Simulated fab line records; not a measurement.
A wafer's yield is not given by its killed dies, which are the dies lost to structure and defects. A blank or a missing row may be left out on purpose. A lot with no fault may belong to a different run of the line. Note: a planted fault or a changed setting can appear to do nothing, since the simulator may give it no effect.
Which tool did it? ; flow sky130 ; 6 lots, 18 wafers sampled, at 2 steps of a route of 708

## WHAT EACH GAUGE READ, for each wafer
SKY_VIA4_THK_MEAS_20: measures by xrf.
lot;measured;on;VIA4_W_THK (nm)
L480;day 43 17:15;filmMetro-01;483 491 500
L481;day 43 21:53;filmMetro-02;491 492 497
L485;day 44 19:38;filmMetro-01;493 493 500
L488;day 45 18:13;filmMetro-02;496 497 498
L492;day 46 12:26;filmMetro-01;476 477 482
L495;day 47 03:16;filmMetro-04;484 486 488

## EACH LOT AND THE TOOL THAT RAN IT (in order: tool; ch and the chambers of the sampled wafers; start)
lot;SKY_VIA1_CVD_21
L480;cvdW-01 ch 0,1, day 35 00:10
L481;cvdW-01 ch 0,1, day 35 06:31
L485;cvdW-01 ch 0, day 36 07:08
L488;cvdW-02 ch 0,1, day 37 08:32
L492;cvdW-02 ch 0,1, day 38 07:11
L495;cvdW-02 ch 0,1, day 39 01:26
- SKY_VIA1_CVD_21: deposits W, target thk 270 nm, time 80.902 s.

## THE ANSWER, worked out from the rows above alone
Rule: the usual values come from the lots themselves. The widest of any qualifying gaps counts: lots, ordered by their means at a reading, are off when they make up no more than a third of the lots, leave a main group of 4 or more, and stand apart from it by 3 or more times the standard deviation of that group's means. Not used: any main group whose means are identical at the precision the tables above print for the reading. A lot without any number at a reading at which 4 lots or more have one is off too. The other lots that the step has rows for count as sound.
No lot is off on any of the readings shown, so nothing can be concluded from this.

## WHAT THE SIMULATOR PUT IN
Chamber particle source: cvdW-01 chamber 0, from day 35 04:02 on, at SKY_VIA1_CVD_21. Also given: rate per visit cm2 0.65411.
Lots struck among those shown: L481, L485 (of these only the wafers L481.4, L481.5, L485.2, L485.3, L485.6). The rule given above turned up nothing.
